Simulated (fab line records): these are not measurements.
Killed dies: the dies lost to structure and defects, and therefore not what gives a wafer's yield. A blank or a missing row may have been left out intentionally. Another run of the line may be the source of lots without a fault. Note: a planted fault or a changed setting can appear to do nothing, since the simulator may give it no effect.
Split-lot experiment -- flow gf180mcu -- 5 lots, 23 wafers read, on a route of 602 steps

## ON THE SPLIT
At GF_CONTACT_SPUTTER_22 (material Ti, target thk 15 nm, time 80.02 s), the setting power-w was moved away from the recipe's 2500 W on 6 of the 23 wafers read, by -10.7% to -4.1%. For the rest of the wafers, this setting stayed at what the recipe calls for.

The reading is taken at the split's own step.

## THE READING
Ti_of_CONTACT_SPUTTER_22.thk-nm (the simulator's own value, which no gauge read), in nm, at GF_CONTACT_SPUTTER_22 (material Ti, target thk 15 nm, time 80.02 s). The file gives no usual value for it. Across the 17 wafers here that went through the recipe, the average is 15.10 nm and the standard deviation 0.15 nm.

wafer,"tool, chamber at the split","power-w as run, W",against the recipe,"Ti_of_CONTACT_SPUTTER_22.thk-nm, nm",against lot-mates on the recipe
L075.2,"pvd-sputter-02, -",2500,recipe,15.3,-
L075.3,"pvd-sputter-02, -",2500,recipe,15.24,-
L075.4,"pvd-sputter-02, -",2500,recipe,14.79,-
L075.5,"pvd-sputter-02, -",2500,recipe,15.22,-
L075.6,"pvd-sputter-02, -",2500,recipe,14.87,-
L077.1,"pvd-sputter-03, -",2500,recipe,15.07,-
L077.2,"pvd-sputter-03, -",2500,recipe,14.95,-
L077.4,"pvd-sputter-03, -",2500,recipe,15.02,-
L077.5,"pvd-sputter-03, -",2500,recipe,15.1,-
L077.6,"pvd-sputter-03, -",2500,recipe,15.03,-
L080.2,"pvd-sputter-03, -",2500,recipe,15.43,-
L080.3,"pvd-sputter-03, -",2500,recipe,15.18,-
L080.6,"pvd-sputter-03, -",2500,recipe,15.13,-
L084.1,"pvd-sputter-01, -",2500,recipe,15.18,-
L084.2,"pvd-sputter-01, -",2398,-4.1%,14.62,-0.52
L084.3,"pvd-sputter-01, -",2398,-4.1%,14.35,-0.79
L084.5,"pvd-sputter-01, -",2500,recipe,15.09,-
L084.6,"pvd-sputter-01, -",2398,-4.1%,14.48,-0.65
L085.1,"pvd-sputter-01, -",2500,recipe,14.97,-
L085.2,"pvd-sputter-01, -",2232,-10.7%,13.44,-1.64
L085.3,"pvd-sputter-01, -",2232,-10.7%,13.44,-1.64
L085.4,"pvd-sputter-01, -",2500,recipe,15.19,-
L085.5,"pvd-sputter-01, -",2232,-10.7%,13.35,-1.73

THE FIT
A straight line over all 23 wafers: Ti_of_CONTACT_SPUTTER_22.thk-nm changes by +0.157 nm for each +1% of power-w; r = +0.97; the points scatter about the line by 0.15 nm.
The same after taking each lot's own level away (the mean of its wafers on the recipe; 23 wafers): +0.156 nm for each +1%; r = +0.98; scatter 0.13 nm.
That fit puts the effect of the largest move of power-w on the reading at 1.7 nm.
From 15.034 to 15.247 nm: that is the span of the lots' own levels, equal to 1.4 times the standard deviation above.
The two slopes agree, so the slope changes little with the lot-to-lot level.
Check: for one of the wafers moved furthest among these (-10.7%), held out of the fit, the line's prediction against its lot-mates is -1.69 nm. It came out at -1.64 nm against them.

## ADDITIONAL SPLITS CARRIED BY THESE WAFERS
Before the reading, these wafers also passed through other splits. Each is held against what the fit with the lots' levels taken away leaves over:
other split on the same wafers,wafers away from the commonest value,r with Ti_of_CONTACT_SPUTTER_22.thk-nm (lot level and that fit taken away)
GF_NSD_DEVELOP_06 dev-temp-c,10,+0.05
GF_PSD_EXPOSE_04 dose-mj,8,+0.15
GF_PSD_IMPLANT_09 dose-cm2,9,-0.12
GF_SAB_DEVELOP_08 develop-time-s,12,-0.12
GF_CONTACT_PEB_12 peb-temp-c,6,+0.06

## FILE'S OWN FIT
Ti_of_CONTACT_SPUTTER_22.thk-nm changes by +0.156 nm for each +1% of power-w, r = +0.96.
